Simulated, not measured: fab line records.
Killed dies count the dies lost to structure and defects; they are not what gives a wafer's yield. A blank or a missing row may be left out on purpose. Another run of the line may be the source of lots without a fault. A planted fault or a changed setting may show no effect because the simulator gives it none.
Shared-tool check + flow gf180mcu + 13 lots, 39 wafers sampled

WHY THIS WAS OPENED
GF_DNWELL_TW_MEAS_09, reading DNWELL_TW: flagged on 2 of 13 lots. Wafers without a fault read 1343, standard deviation 15.
Rule: a lot is flagged when every wafer of it that has a number lies more than 4 standard deviations from that mean, or none has a number. The rest of the lots are taken to be sound.

| lot  | measured    | on            | DNWELL_TW, wafer by wafer | flag    |
|------|-------------|---------------|---------------------------|---------|
| L652 | day 2 18:34 | film metro-04 | 1327 1335 1331            |         |
| L653 | day 2 22:50 | film metro-03 | 1332 1332 1347            |         |
| L654 | day 3 05:08 | film metro-03 | 1364 1364 1360            |         |
| L656 | day 3 15:39 | film metro-04 | 1348 1343 1341            |         |
| L657 | day 3 20:07 | film metro-03 | 1353 1343 1350            |         |
| L658 | day 4 02:24 | film metro-02 | 1358 1366 1355            |         |
| L659 | day 4 07:50 | film metro-02 | 1526 1524 1529            | FLAGGED |
| L660 | day 4 12:58 | film metro-03 | 1488 1480 1478            | FLAGGED |
| L669 | day 6 12:34 | film metro-03 | 1352 1346 1356            |         |
| L671 | day 6 23:43 | film metro-04 | 1316 1317 1313            |         |
| L672 | day 7 04:28 | film metro-04 | 1337 1336 1327            |         |
| L674 | day 7 15:31 | film metro-03 | 1343 1344 1346            |         |
| L675 | day 7 21:36 | film metro-03 | 1340 1340 1344            |         |
The mean of the flagged lots' numbers is 1504, +161 from the usual (+11 standard deviations).

EACH LOT AND THE TOOL IT RAN ON
Before the reading, the record contains 2 process steps out of a 602-step route. Every cell lists first the tool, next ch and the chambers used by the sampled wafers, and last the start.
| lot  | flag    | GF_DNWELL_IMPLANT_07           | GF_DNWELL_STRIP_08                  |
|------|---------|--------------------------------|-------------------------------------|
| L652 |         | implanter-01 ch 0, day 2 18:20 | plasma asher-01 ch 0,1, day 2 18:28 |
| L653 |         | implanter-01 ch 0, day 2 22:38 | plasma asher-04 ch 0,1, day 2 22:45 |
| L654 |         | implanter-01 ch 0, day 3 04:53 | plasma asher-02 ch 0,1, day 3 05:02 |
| L656 |         | implanter-04 ch 0, day 3 15:24 | plasma asher-04 ch 0,1, day 3 15:33 |
| L657 |         | implanter-02 ch 0, day 3 19:52 | plasma asher-02 ch 0,1, day 3 20:00 |
| L658 |         | implanter-02 ch 0, day 4 02:11 | plasma asher-02 ch 0,1, day 4 02:19 |
| L659 | FLAGGED | implanter-02 ch 0, day 4 07:35 | plasma asher-04 ch 0,1, day 4 07:44 |
| L660 | FLAGGED | implanter-02 ch 0, day 4 12:43 | plasma asher-01 ch 0,1, day 4 12:51 |
| L669 |         | implanter-01 ch 0, day 6 12:20 | plasma asher-04 ch 0,1, day 6 12:28 |
| L671 |         | implanter-01 ch 0, day 6 23:28 | plasma asher-02 ch 0,1, day 6 23:37 |
| L672 |         | implanter-01 ch 0, day 7 04:14 | plasma asher-01 ch 1, day 7 04:22   |
| L674 |         | implanter-02 ch 0, day 7 15:17 | plasma asher-02 ch 0,1, day 7 15:26 |
| L675 |         | implanter-02 ch 0, day 7 21:24 | plasma asher-02 ch 0,1, day 7 21:31 |
What these steps do:
- GF_DNWELL_IMPLANT_07
- GF_DNWELL_STRIP_08: strips in O2/N2.
- GF_DNWELL_TW_MEAS_09

FLAGGED AGAINST TOTAL, ONE TOOL AT A TIME (gauges that did the reading follow at the end)
| step                 | tool            | lots run | flagged | share of the flagged lots | sound lots run after its first flagged lot |
|----------------------|-----------------|----------|---------|---------------------------|--------------------------------------------|
| GF_DNWELL_IMPLANT_07 | implanter-01    | 6        | 0       | none                      | -                                          |
| GF_DNWELL_IMPLANT_07 | implanter-02    | 6        | 2       | all                       | 2 (L674,L675)                              |
| GF_DNWELL_IMPLANT_07 | implanter-04    | 1        | 0       | none                      | -                                          |
| GF_DNWELL_STRIP_08   | plasma asher-01 | 3        | 1       | some                      | 1 (L672)                                   |
| GF_DNWELL_STRIP_08   | plasma asher-02 | 6        | 0       | none                      | -                                          |
| GF_DNWELL_STRIP_08   | plasma asher-04 | 4        | 1       | some                      | 1 (L669)                                   |
| GF_DNWELL_TW_MEAS_09 | film metro-02   | 2        | 1       | some                      | 0                                          |
| GF_DNWELL_TW_MEAS_09 | film metro-03   | 7        | 1       | some                      | 3 (L669,L674,L675)                         |
| GF_DNWELL_TW_MEAS_09 | film metro-04   | 4        | 0       | none                      | -                                          |

WHAT IS ALLOWED BY THE TABLE
Rows of the table that ran each flagged lot: 1, that is implanter-02 at GF_DNWELL_IMPLANT_07.
- implanter-02 at GF_DNWELL_IMPLANT_07: 2 of its 6 lots flagged. Sound lots ran on it after the first flagged one (L674, L675), which a lasting fault on the whole tool wouldn't allow. Its own readings (beam on s, faraday current uA) fall more than 4 standard deviations out on all wafers of the flagged lots.
Not one row of the table ran every flagged lot while running no sound lot after the first.

WHAT WAS PUT IN BY THE SIMULATOR
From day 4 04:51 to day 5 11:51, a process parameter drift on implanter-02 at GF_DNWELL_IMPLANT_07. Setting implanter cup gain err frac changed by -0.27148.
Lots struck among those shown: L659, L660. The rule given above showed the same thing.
